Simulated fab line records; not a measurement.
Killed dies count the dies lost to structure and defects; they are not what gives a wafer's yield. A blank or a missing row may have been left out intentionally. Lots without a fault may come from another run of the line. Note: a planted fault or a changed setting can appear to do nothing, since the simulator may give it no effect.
Comparing a struck lot with a sound one -- flow sfq_line -- 14 out of 325 route steps
Sound: the wafers L758.4, L758.5, L758.6. Struck: wafer L775.1 (left out: L775.2, L775.4 of the same lot, which were not struck); the cause appears at the end.
Each step with rows lists, per side, the tool, then ch with its chambers, then its first start. Under that, the readings that differ: sound wafers -- struck wafers -- difference of the means -- sigmas: that difference in standard deviations of wafers without a fault.
alike: readings whose means differ by less than 2 such deviations, and words and numbers that are the same on both sides. not compared: withheld readings, readings that some wafer has no value for, bounds like >300 that may hide the same value, and numbers for which the record gives no deviation and whose values overlap.
Wherever a step has rows on one side only, a row that says differs or no value, or a row with sigmas, the two part there. Numbers that don't overlap but have no deviation are shown without sigmas and don't part them. A reading missing from all wafers of one side parts the sides only when that side holds two or more wafers.

first, 2 steps without rows for these wafers: SFQ_TRILAYER_I1_VIA_STRIP_SOLV_CLEAN_054 (cleans in NMP, time 600 s); SFQ_TRILAYER_M2_DEP_PRE_CLEAN_056 (time 22.5 s).
SFQ_TRILAYER_M2_DEP_SPUTTER_055: material Nb, target thk 200 nm, time 133.3 s.
  struck on pvd_sputter-03, day 31 03:12; sound on pvd_sputter-06, day 24 10:53
  alike: throttle_valve_pct
SFQ_M2_RS_MEAS_914: measurement is done with a four-point probe.
  struck on film_metro-03, day 31 03:17; sound on film_metro-02, day 24 11:02
  alike: M2_NB_RS
then, 6 steps without rows for these wafers: SFQ_TRILAYER_M2_LITHO_COAT_062 (resist thk 62 nm); SFQ_TRILAYER_M2_LITHO_COAT_057 (resist thk 600 nm); SFQ_TRILAYER_M2_LITHO_SOFTBAKE_061; SFQ_TRILAYER_M2_LITHO_EXPOSE_058 (exposes mask M2, target cd 500 nm); SFQ_TRILAYER_M2_LITHO_PEB_060 (peb time 60 s); SFQ_TRILAYER_M2_LITHO_DEVELOP_059 (time 60 s).
-- the record jumps here: 6 days lie between the struck wafers' starts before and after --
SFQ_M2_OVL_MEAS_916:
  struck on overlay-01, day 37 03:24; sound on overlay-01, day 31 04:37
reading,sound,struck,difference,sigmas
M2_OVL (nm),5 8 4,-8,-14,-2
SFQ_TRILAYER_M2_BARC_OPEN_METAL_ETCH_077: etches BARC in O2, target depth 125 nm, time 41.7 s.
  sound on rie_metal-02 ch 0, day 31 04:41; struck on rie_metal-01 ch 1, day 37 03:26
reading,sound,struck,difference,sigmas
rf_fwd_power_W (W),589.9 588.3 590.3,837.3,+247.8,+88
rf_hours_counter_h (h),- - -,67,no value on the sound wafers,
model.KrF_of_TRILAYER_M2_LITHO_COAT_057.thk_nm (nm),524.7 525 522.8,504.8,-19.4,
  alike: drypump_motor_current_A, oes_product_au
SFQ_TRILAYER_M2_ETCH_METAL_ETCH_060: etches Nb in Cl2/Ar, stops on SiO2, target depth 240 nm, time 120 s.
  sound on rie_metal-02 ch 0, day 31 04:52; struck on rie_metal-01 ch 1, day 37 03:29
reading,sound,struck,difference,sigmas
rf_hours_counter_h (h),- - -,67,no value on the sound wafers,
model.KrF_of_TRILAYER_M2_LITHO_COAT_057.thk_nm (nm),382.7 382.1 379.6,360.6,-20.9,
  alike: drypump_motor_current_A, oes_product_au, rf_fwd_power_W
SFQ_TRILAYER_M2_STRIP_STRIP_061: strips in O2.
  sound on rie_metal-02 ch 0, day 31 05:36; struck on rie_metal-01 ch 1, day 37 03:37
reading,sound,struck,difference,sigmas
rf_hours_counter_h (h),- - -,67,no value on the sound wafers,
  alike: drypump_motor_current_A, oes_product_au, platen_temp_c

## WHERE THEY PART
Earliest at SFQ_M2_OVL_MEAS_916; latest, in this record, at SFQ_TRILAYER_M2_STRIP_STRIP_061.

WHY: the cause the simulator had injected
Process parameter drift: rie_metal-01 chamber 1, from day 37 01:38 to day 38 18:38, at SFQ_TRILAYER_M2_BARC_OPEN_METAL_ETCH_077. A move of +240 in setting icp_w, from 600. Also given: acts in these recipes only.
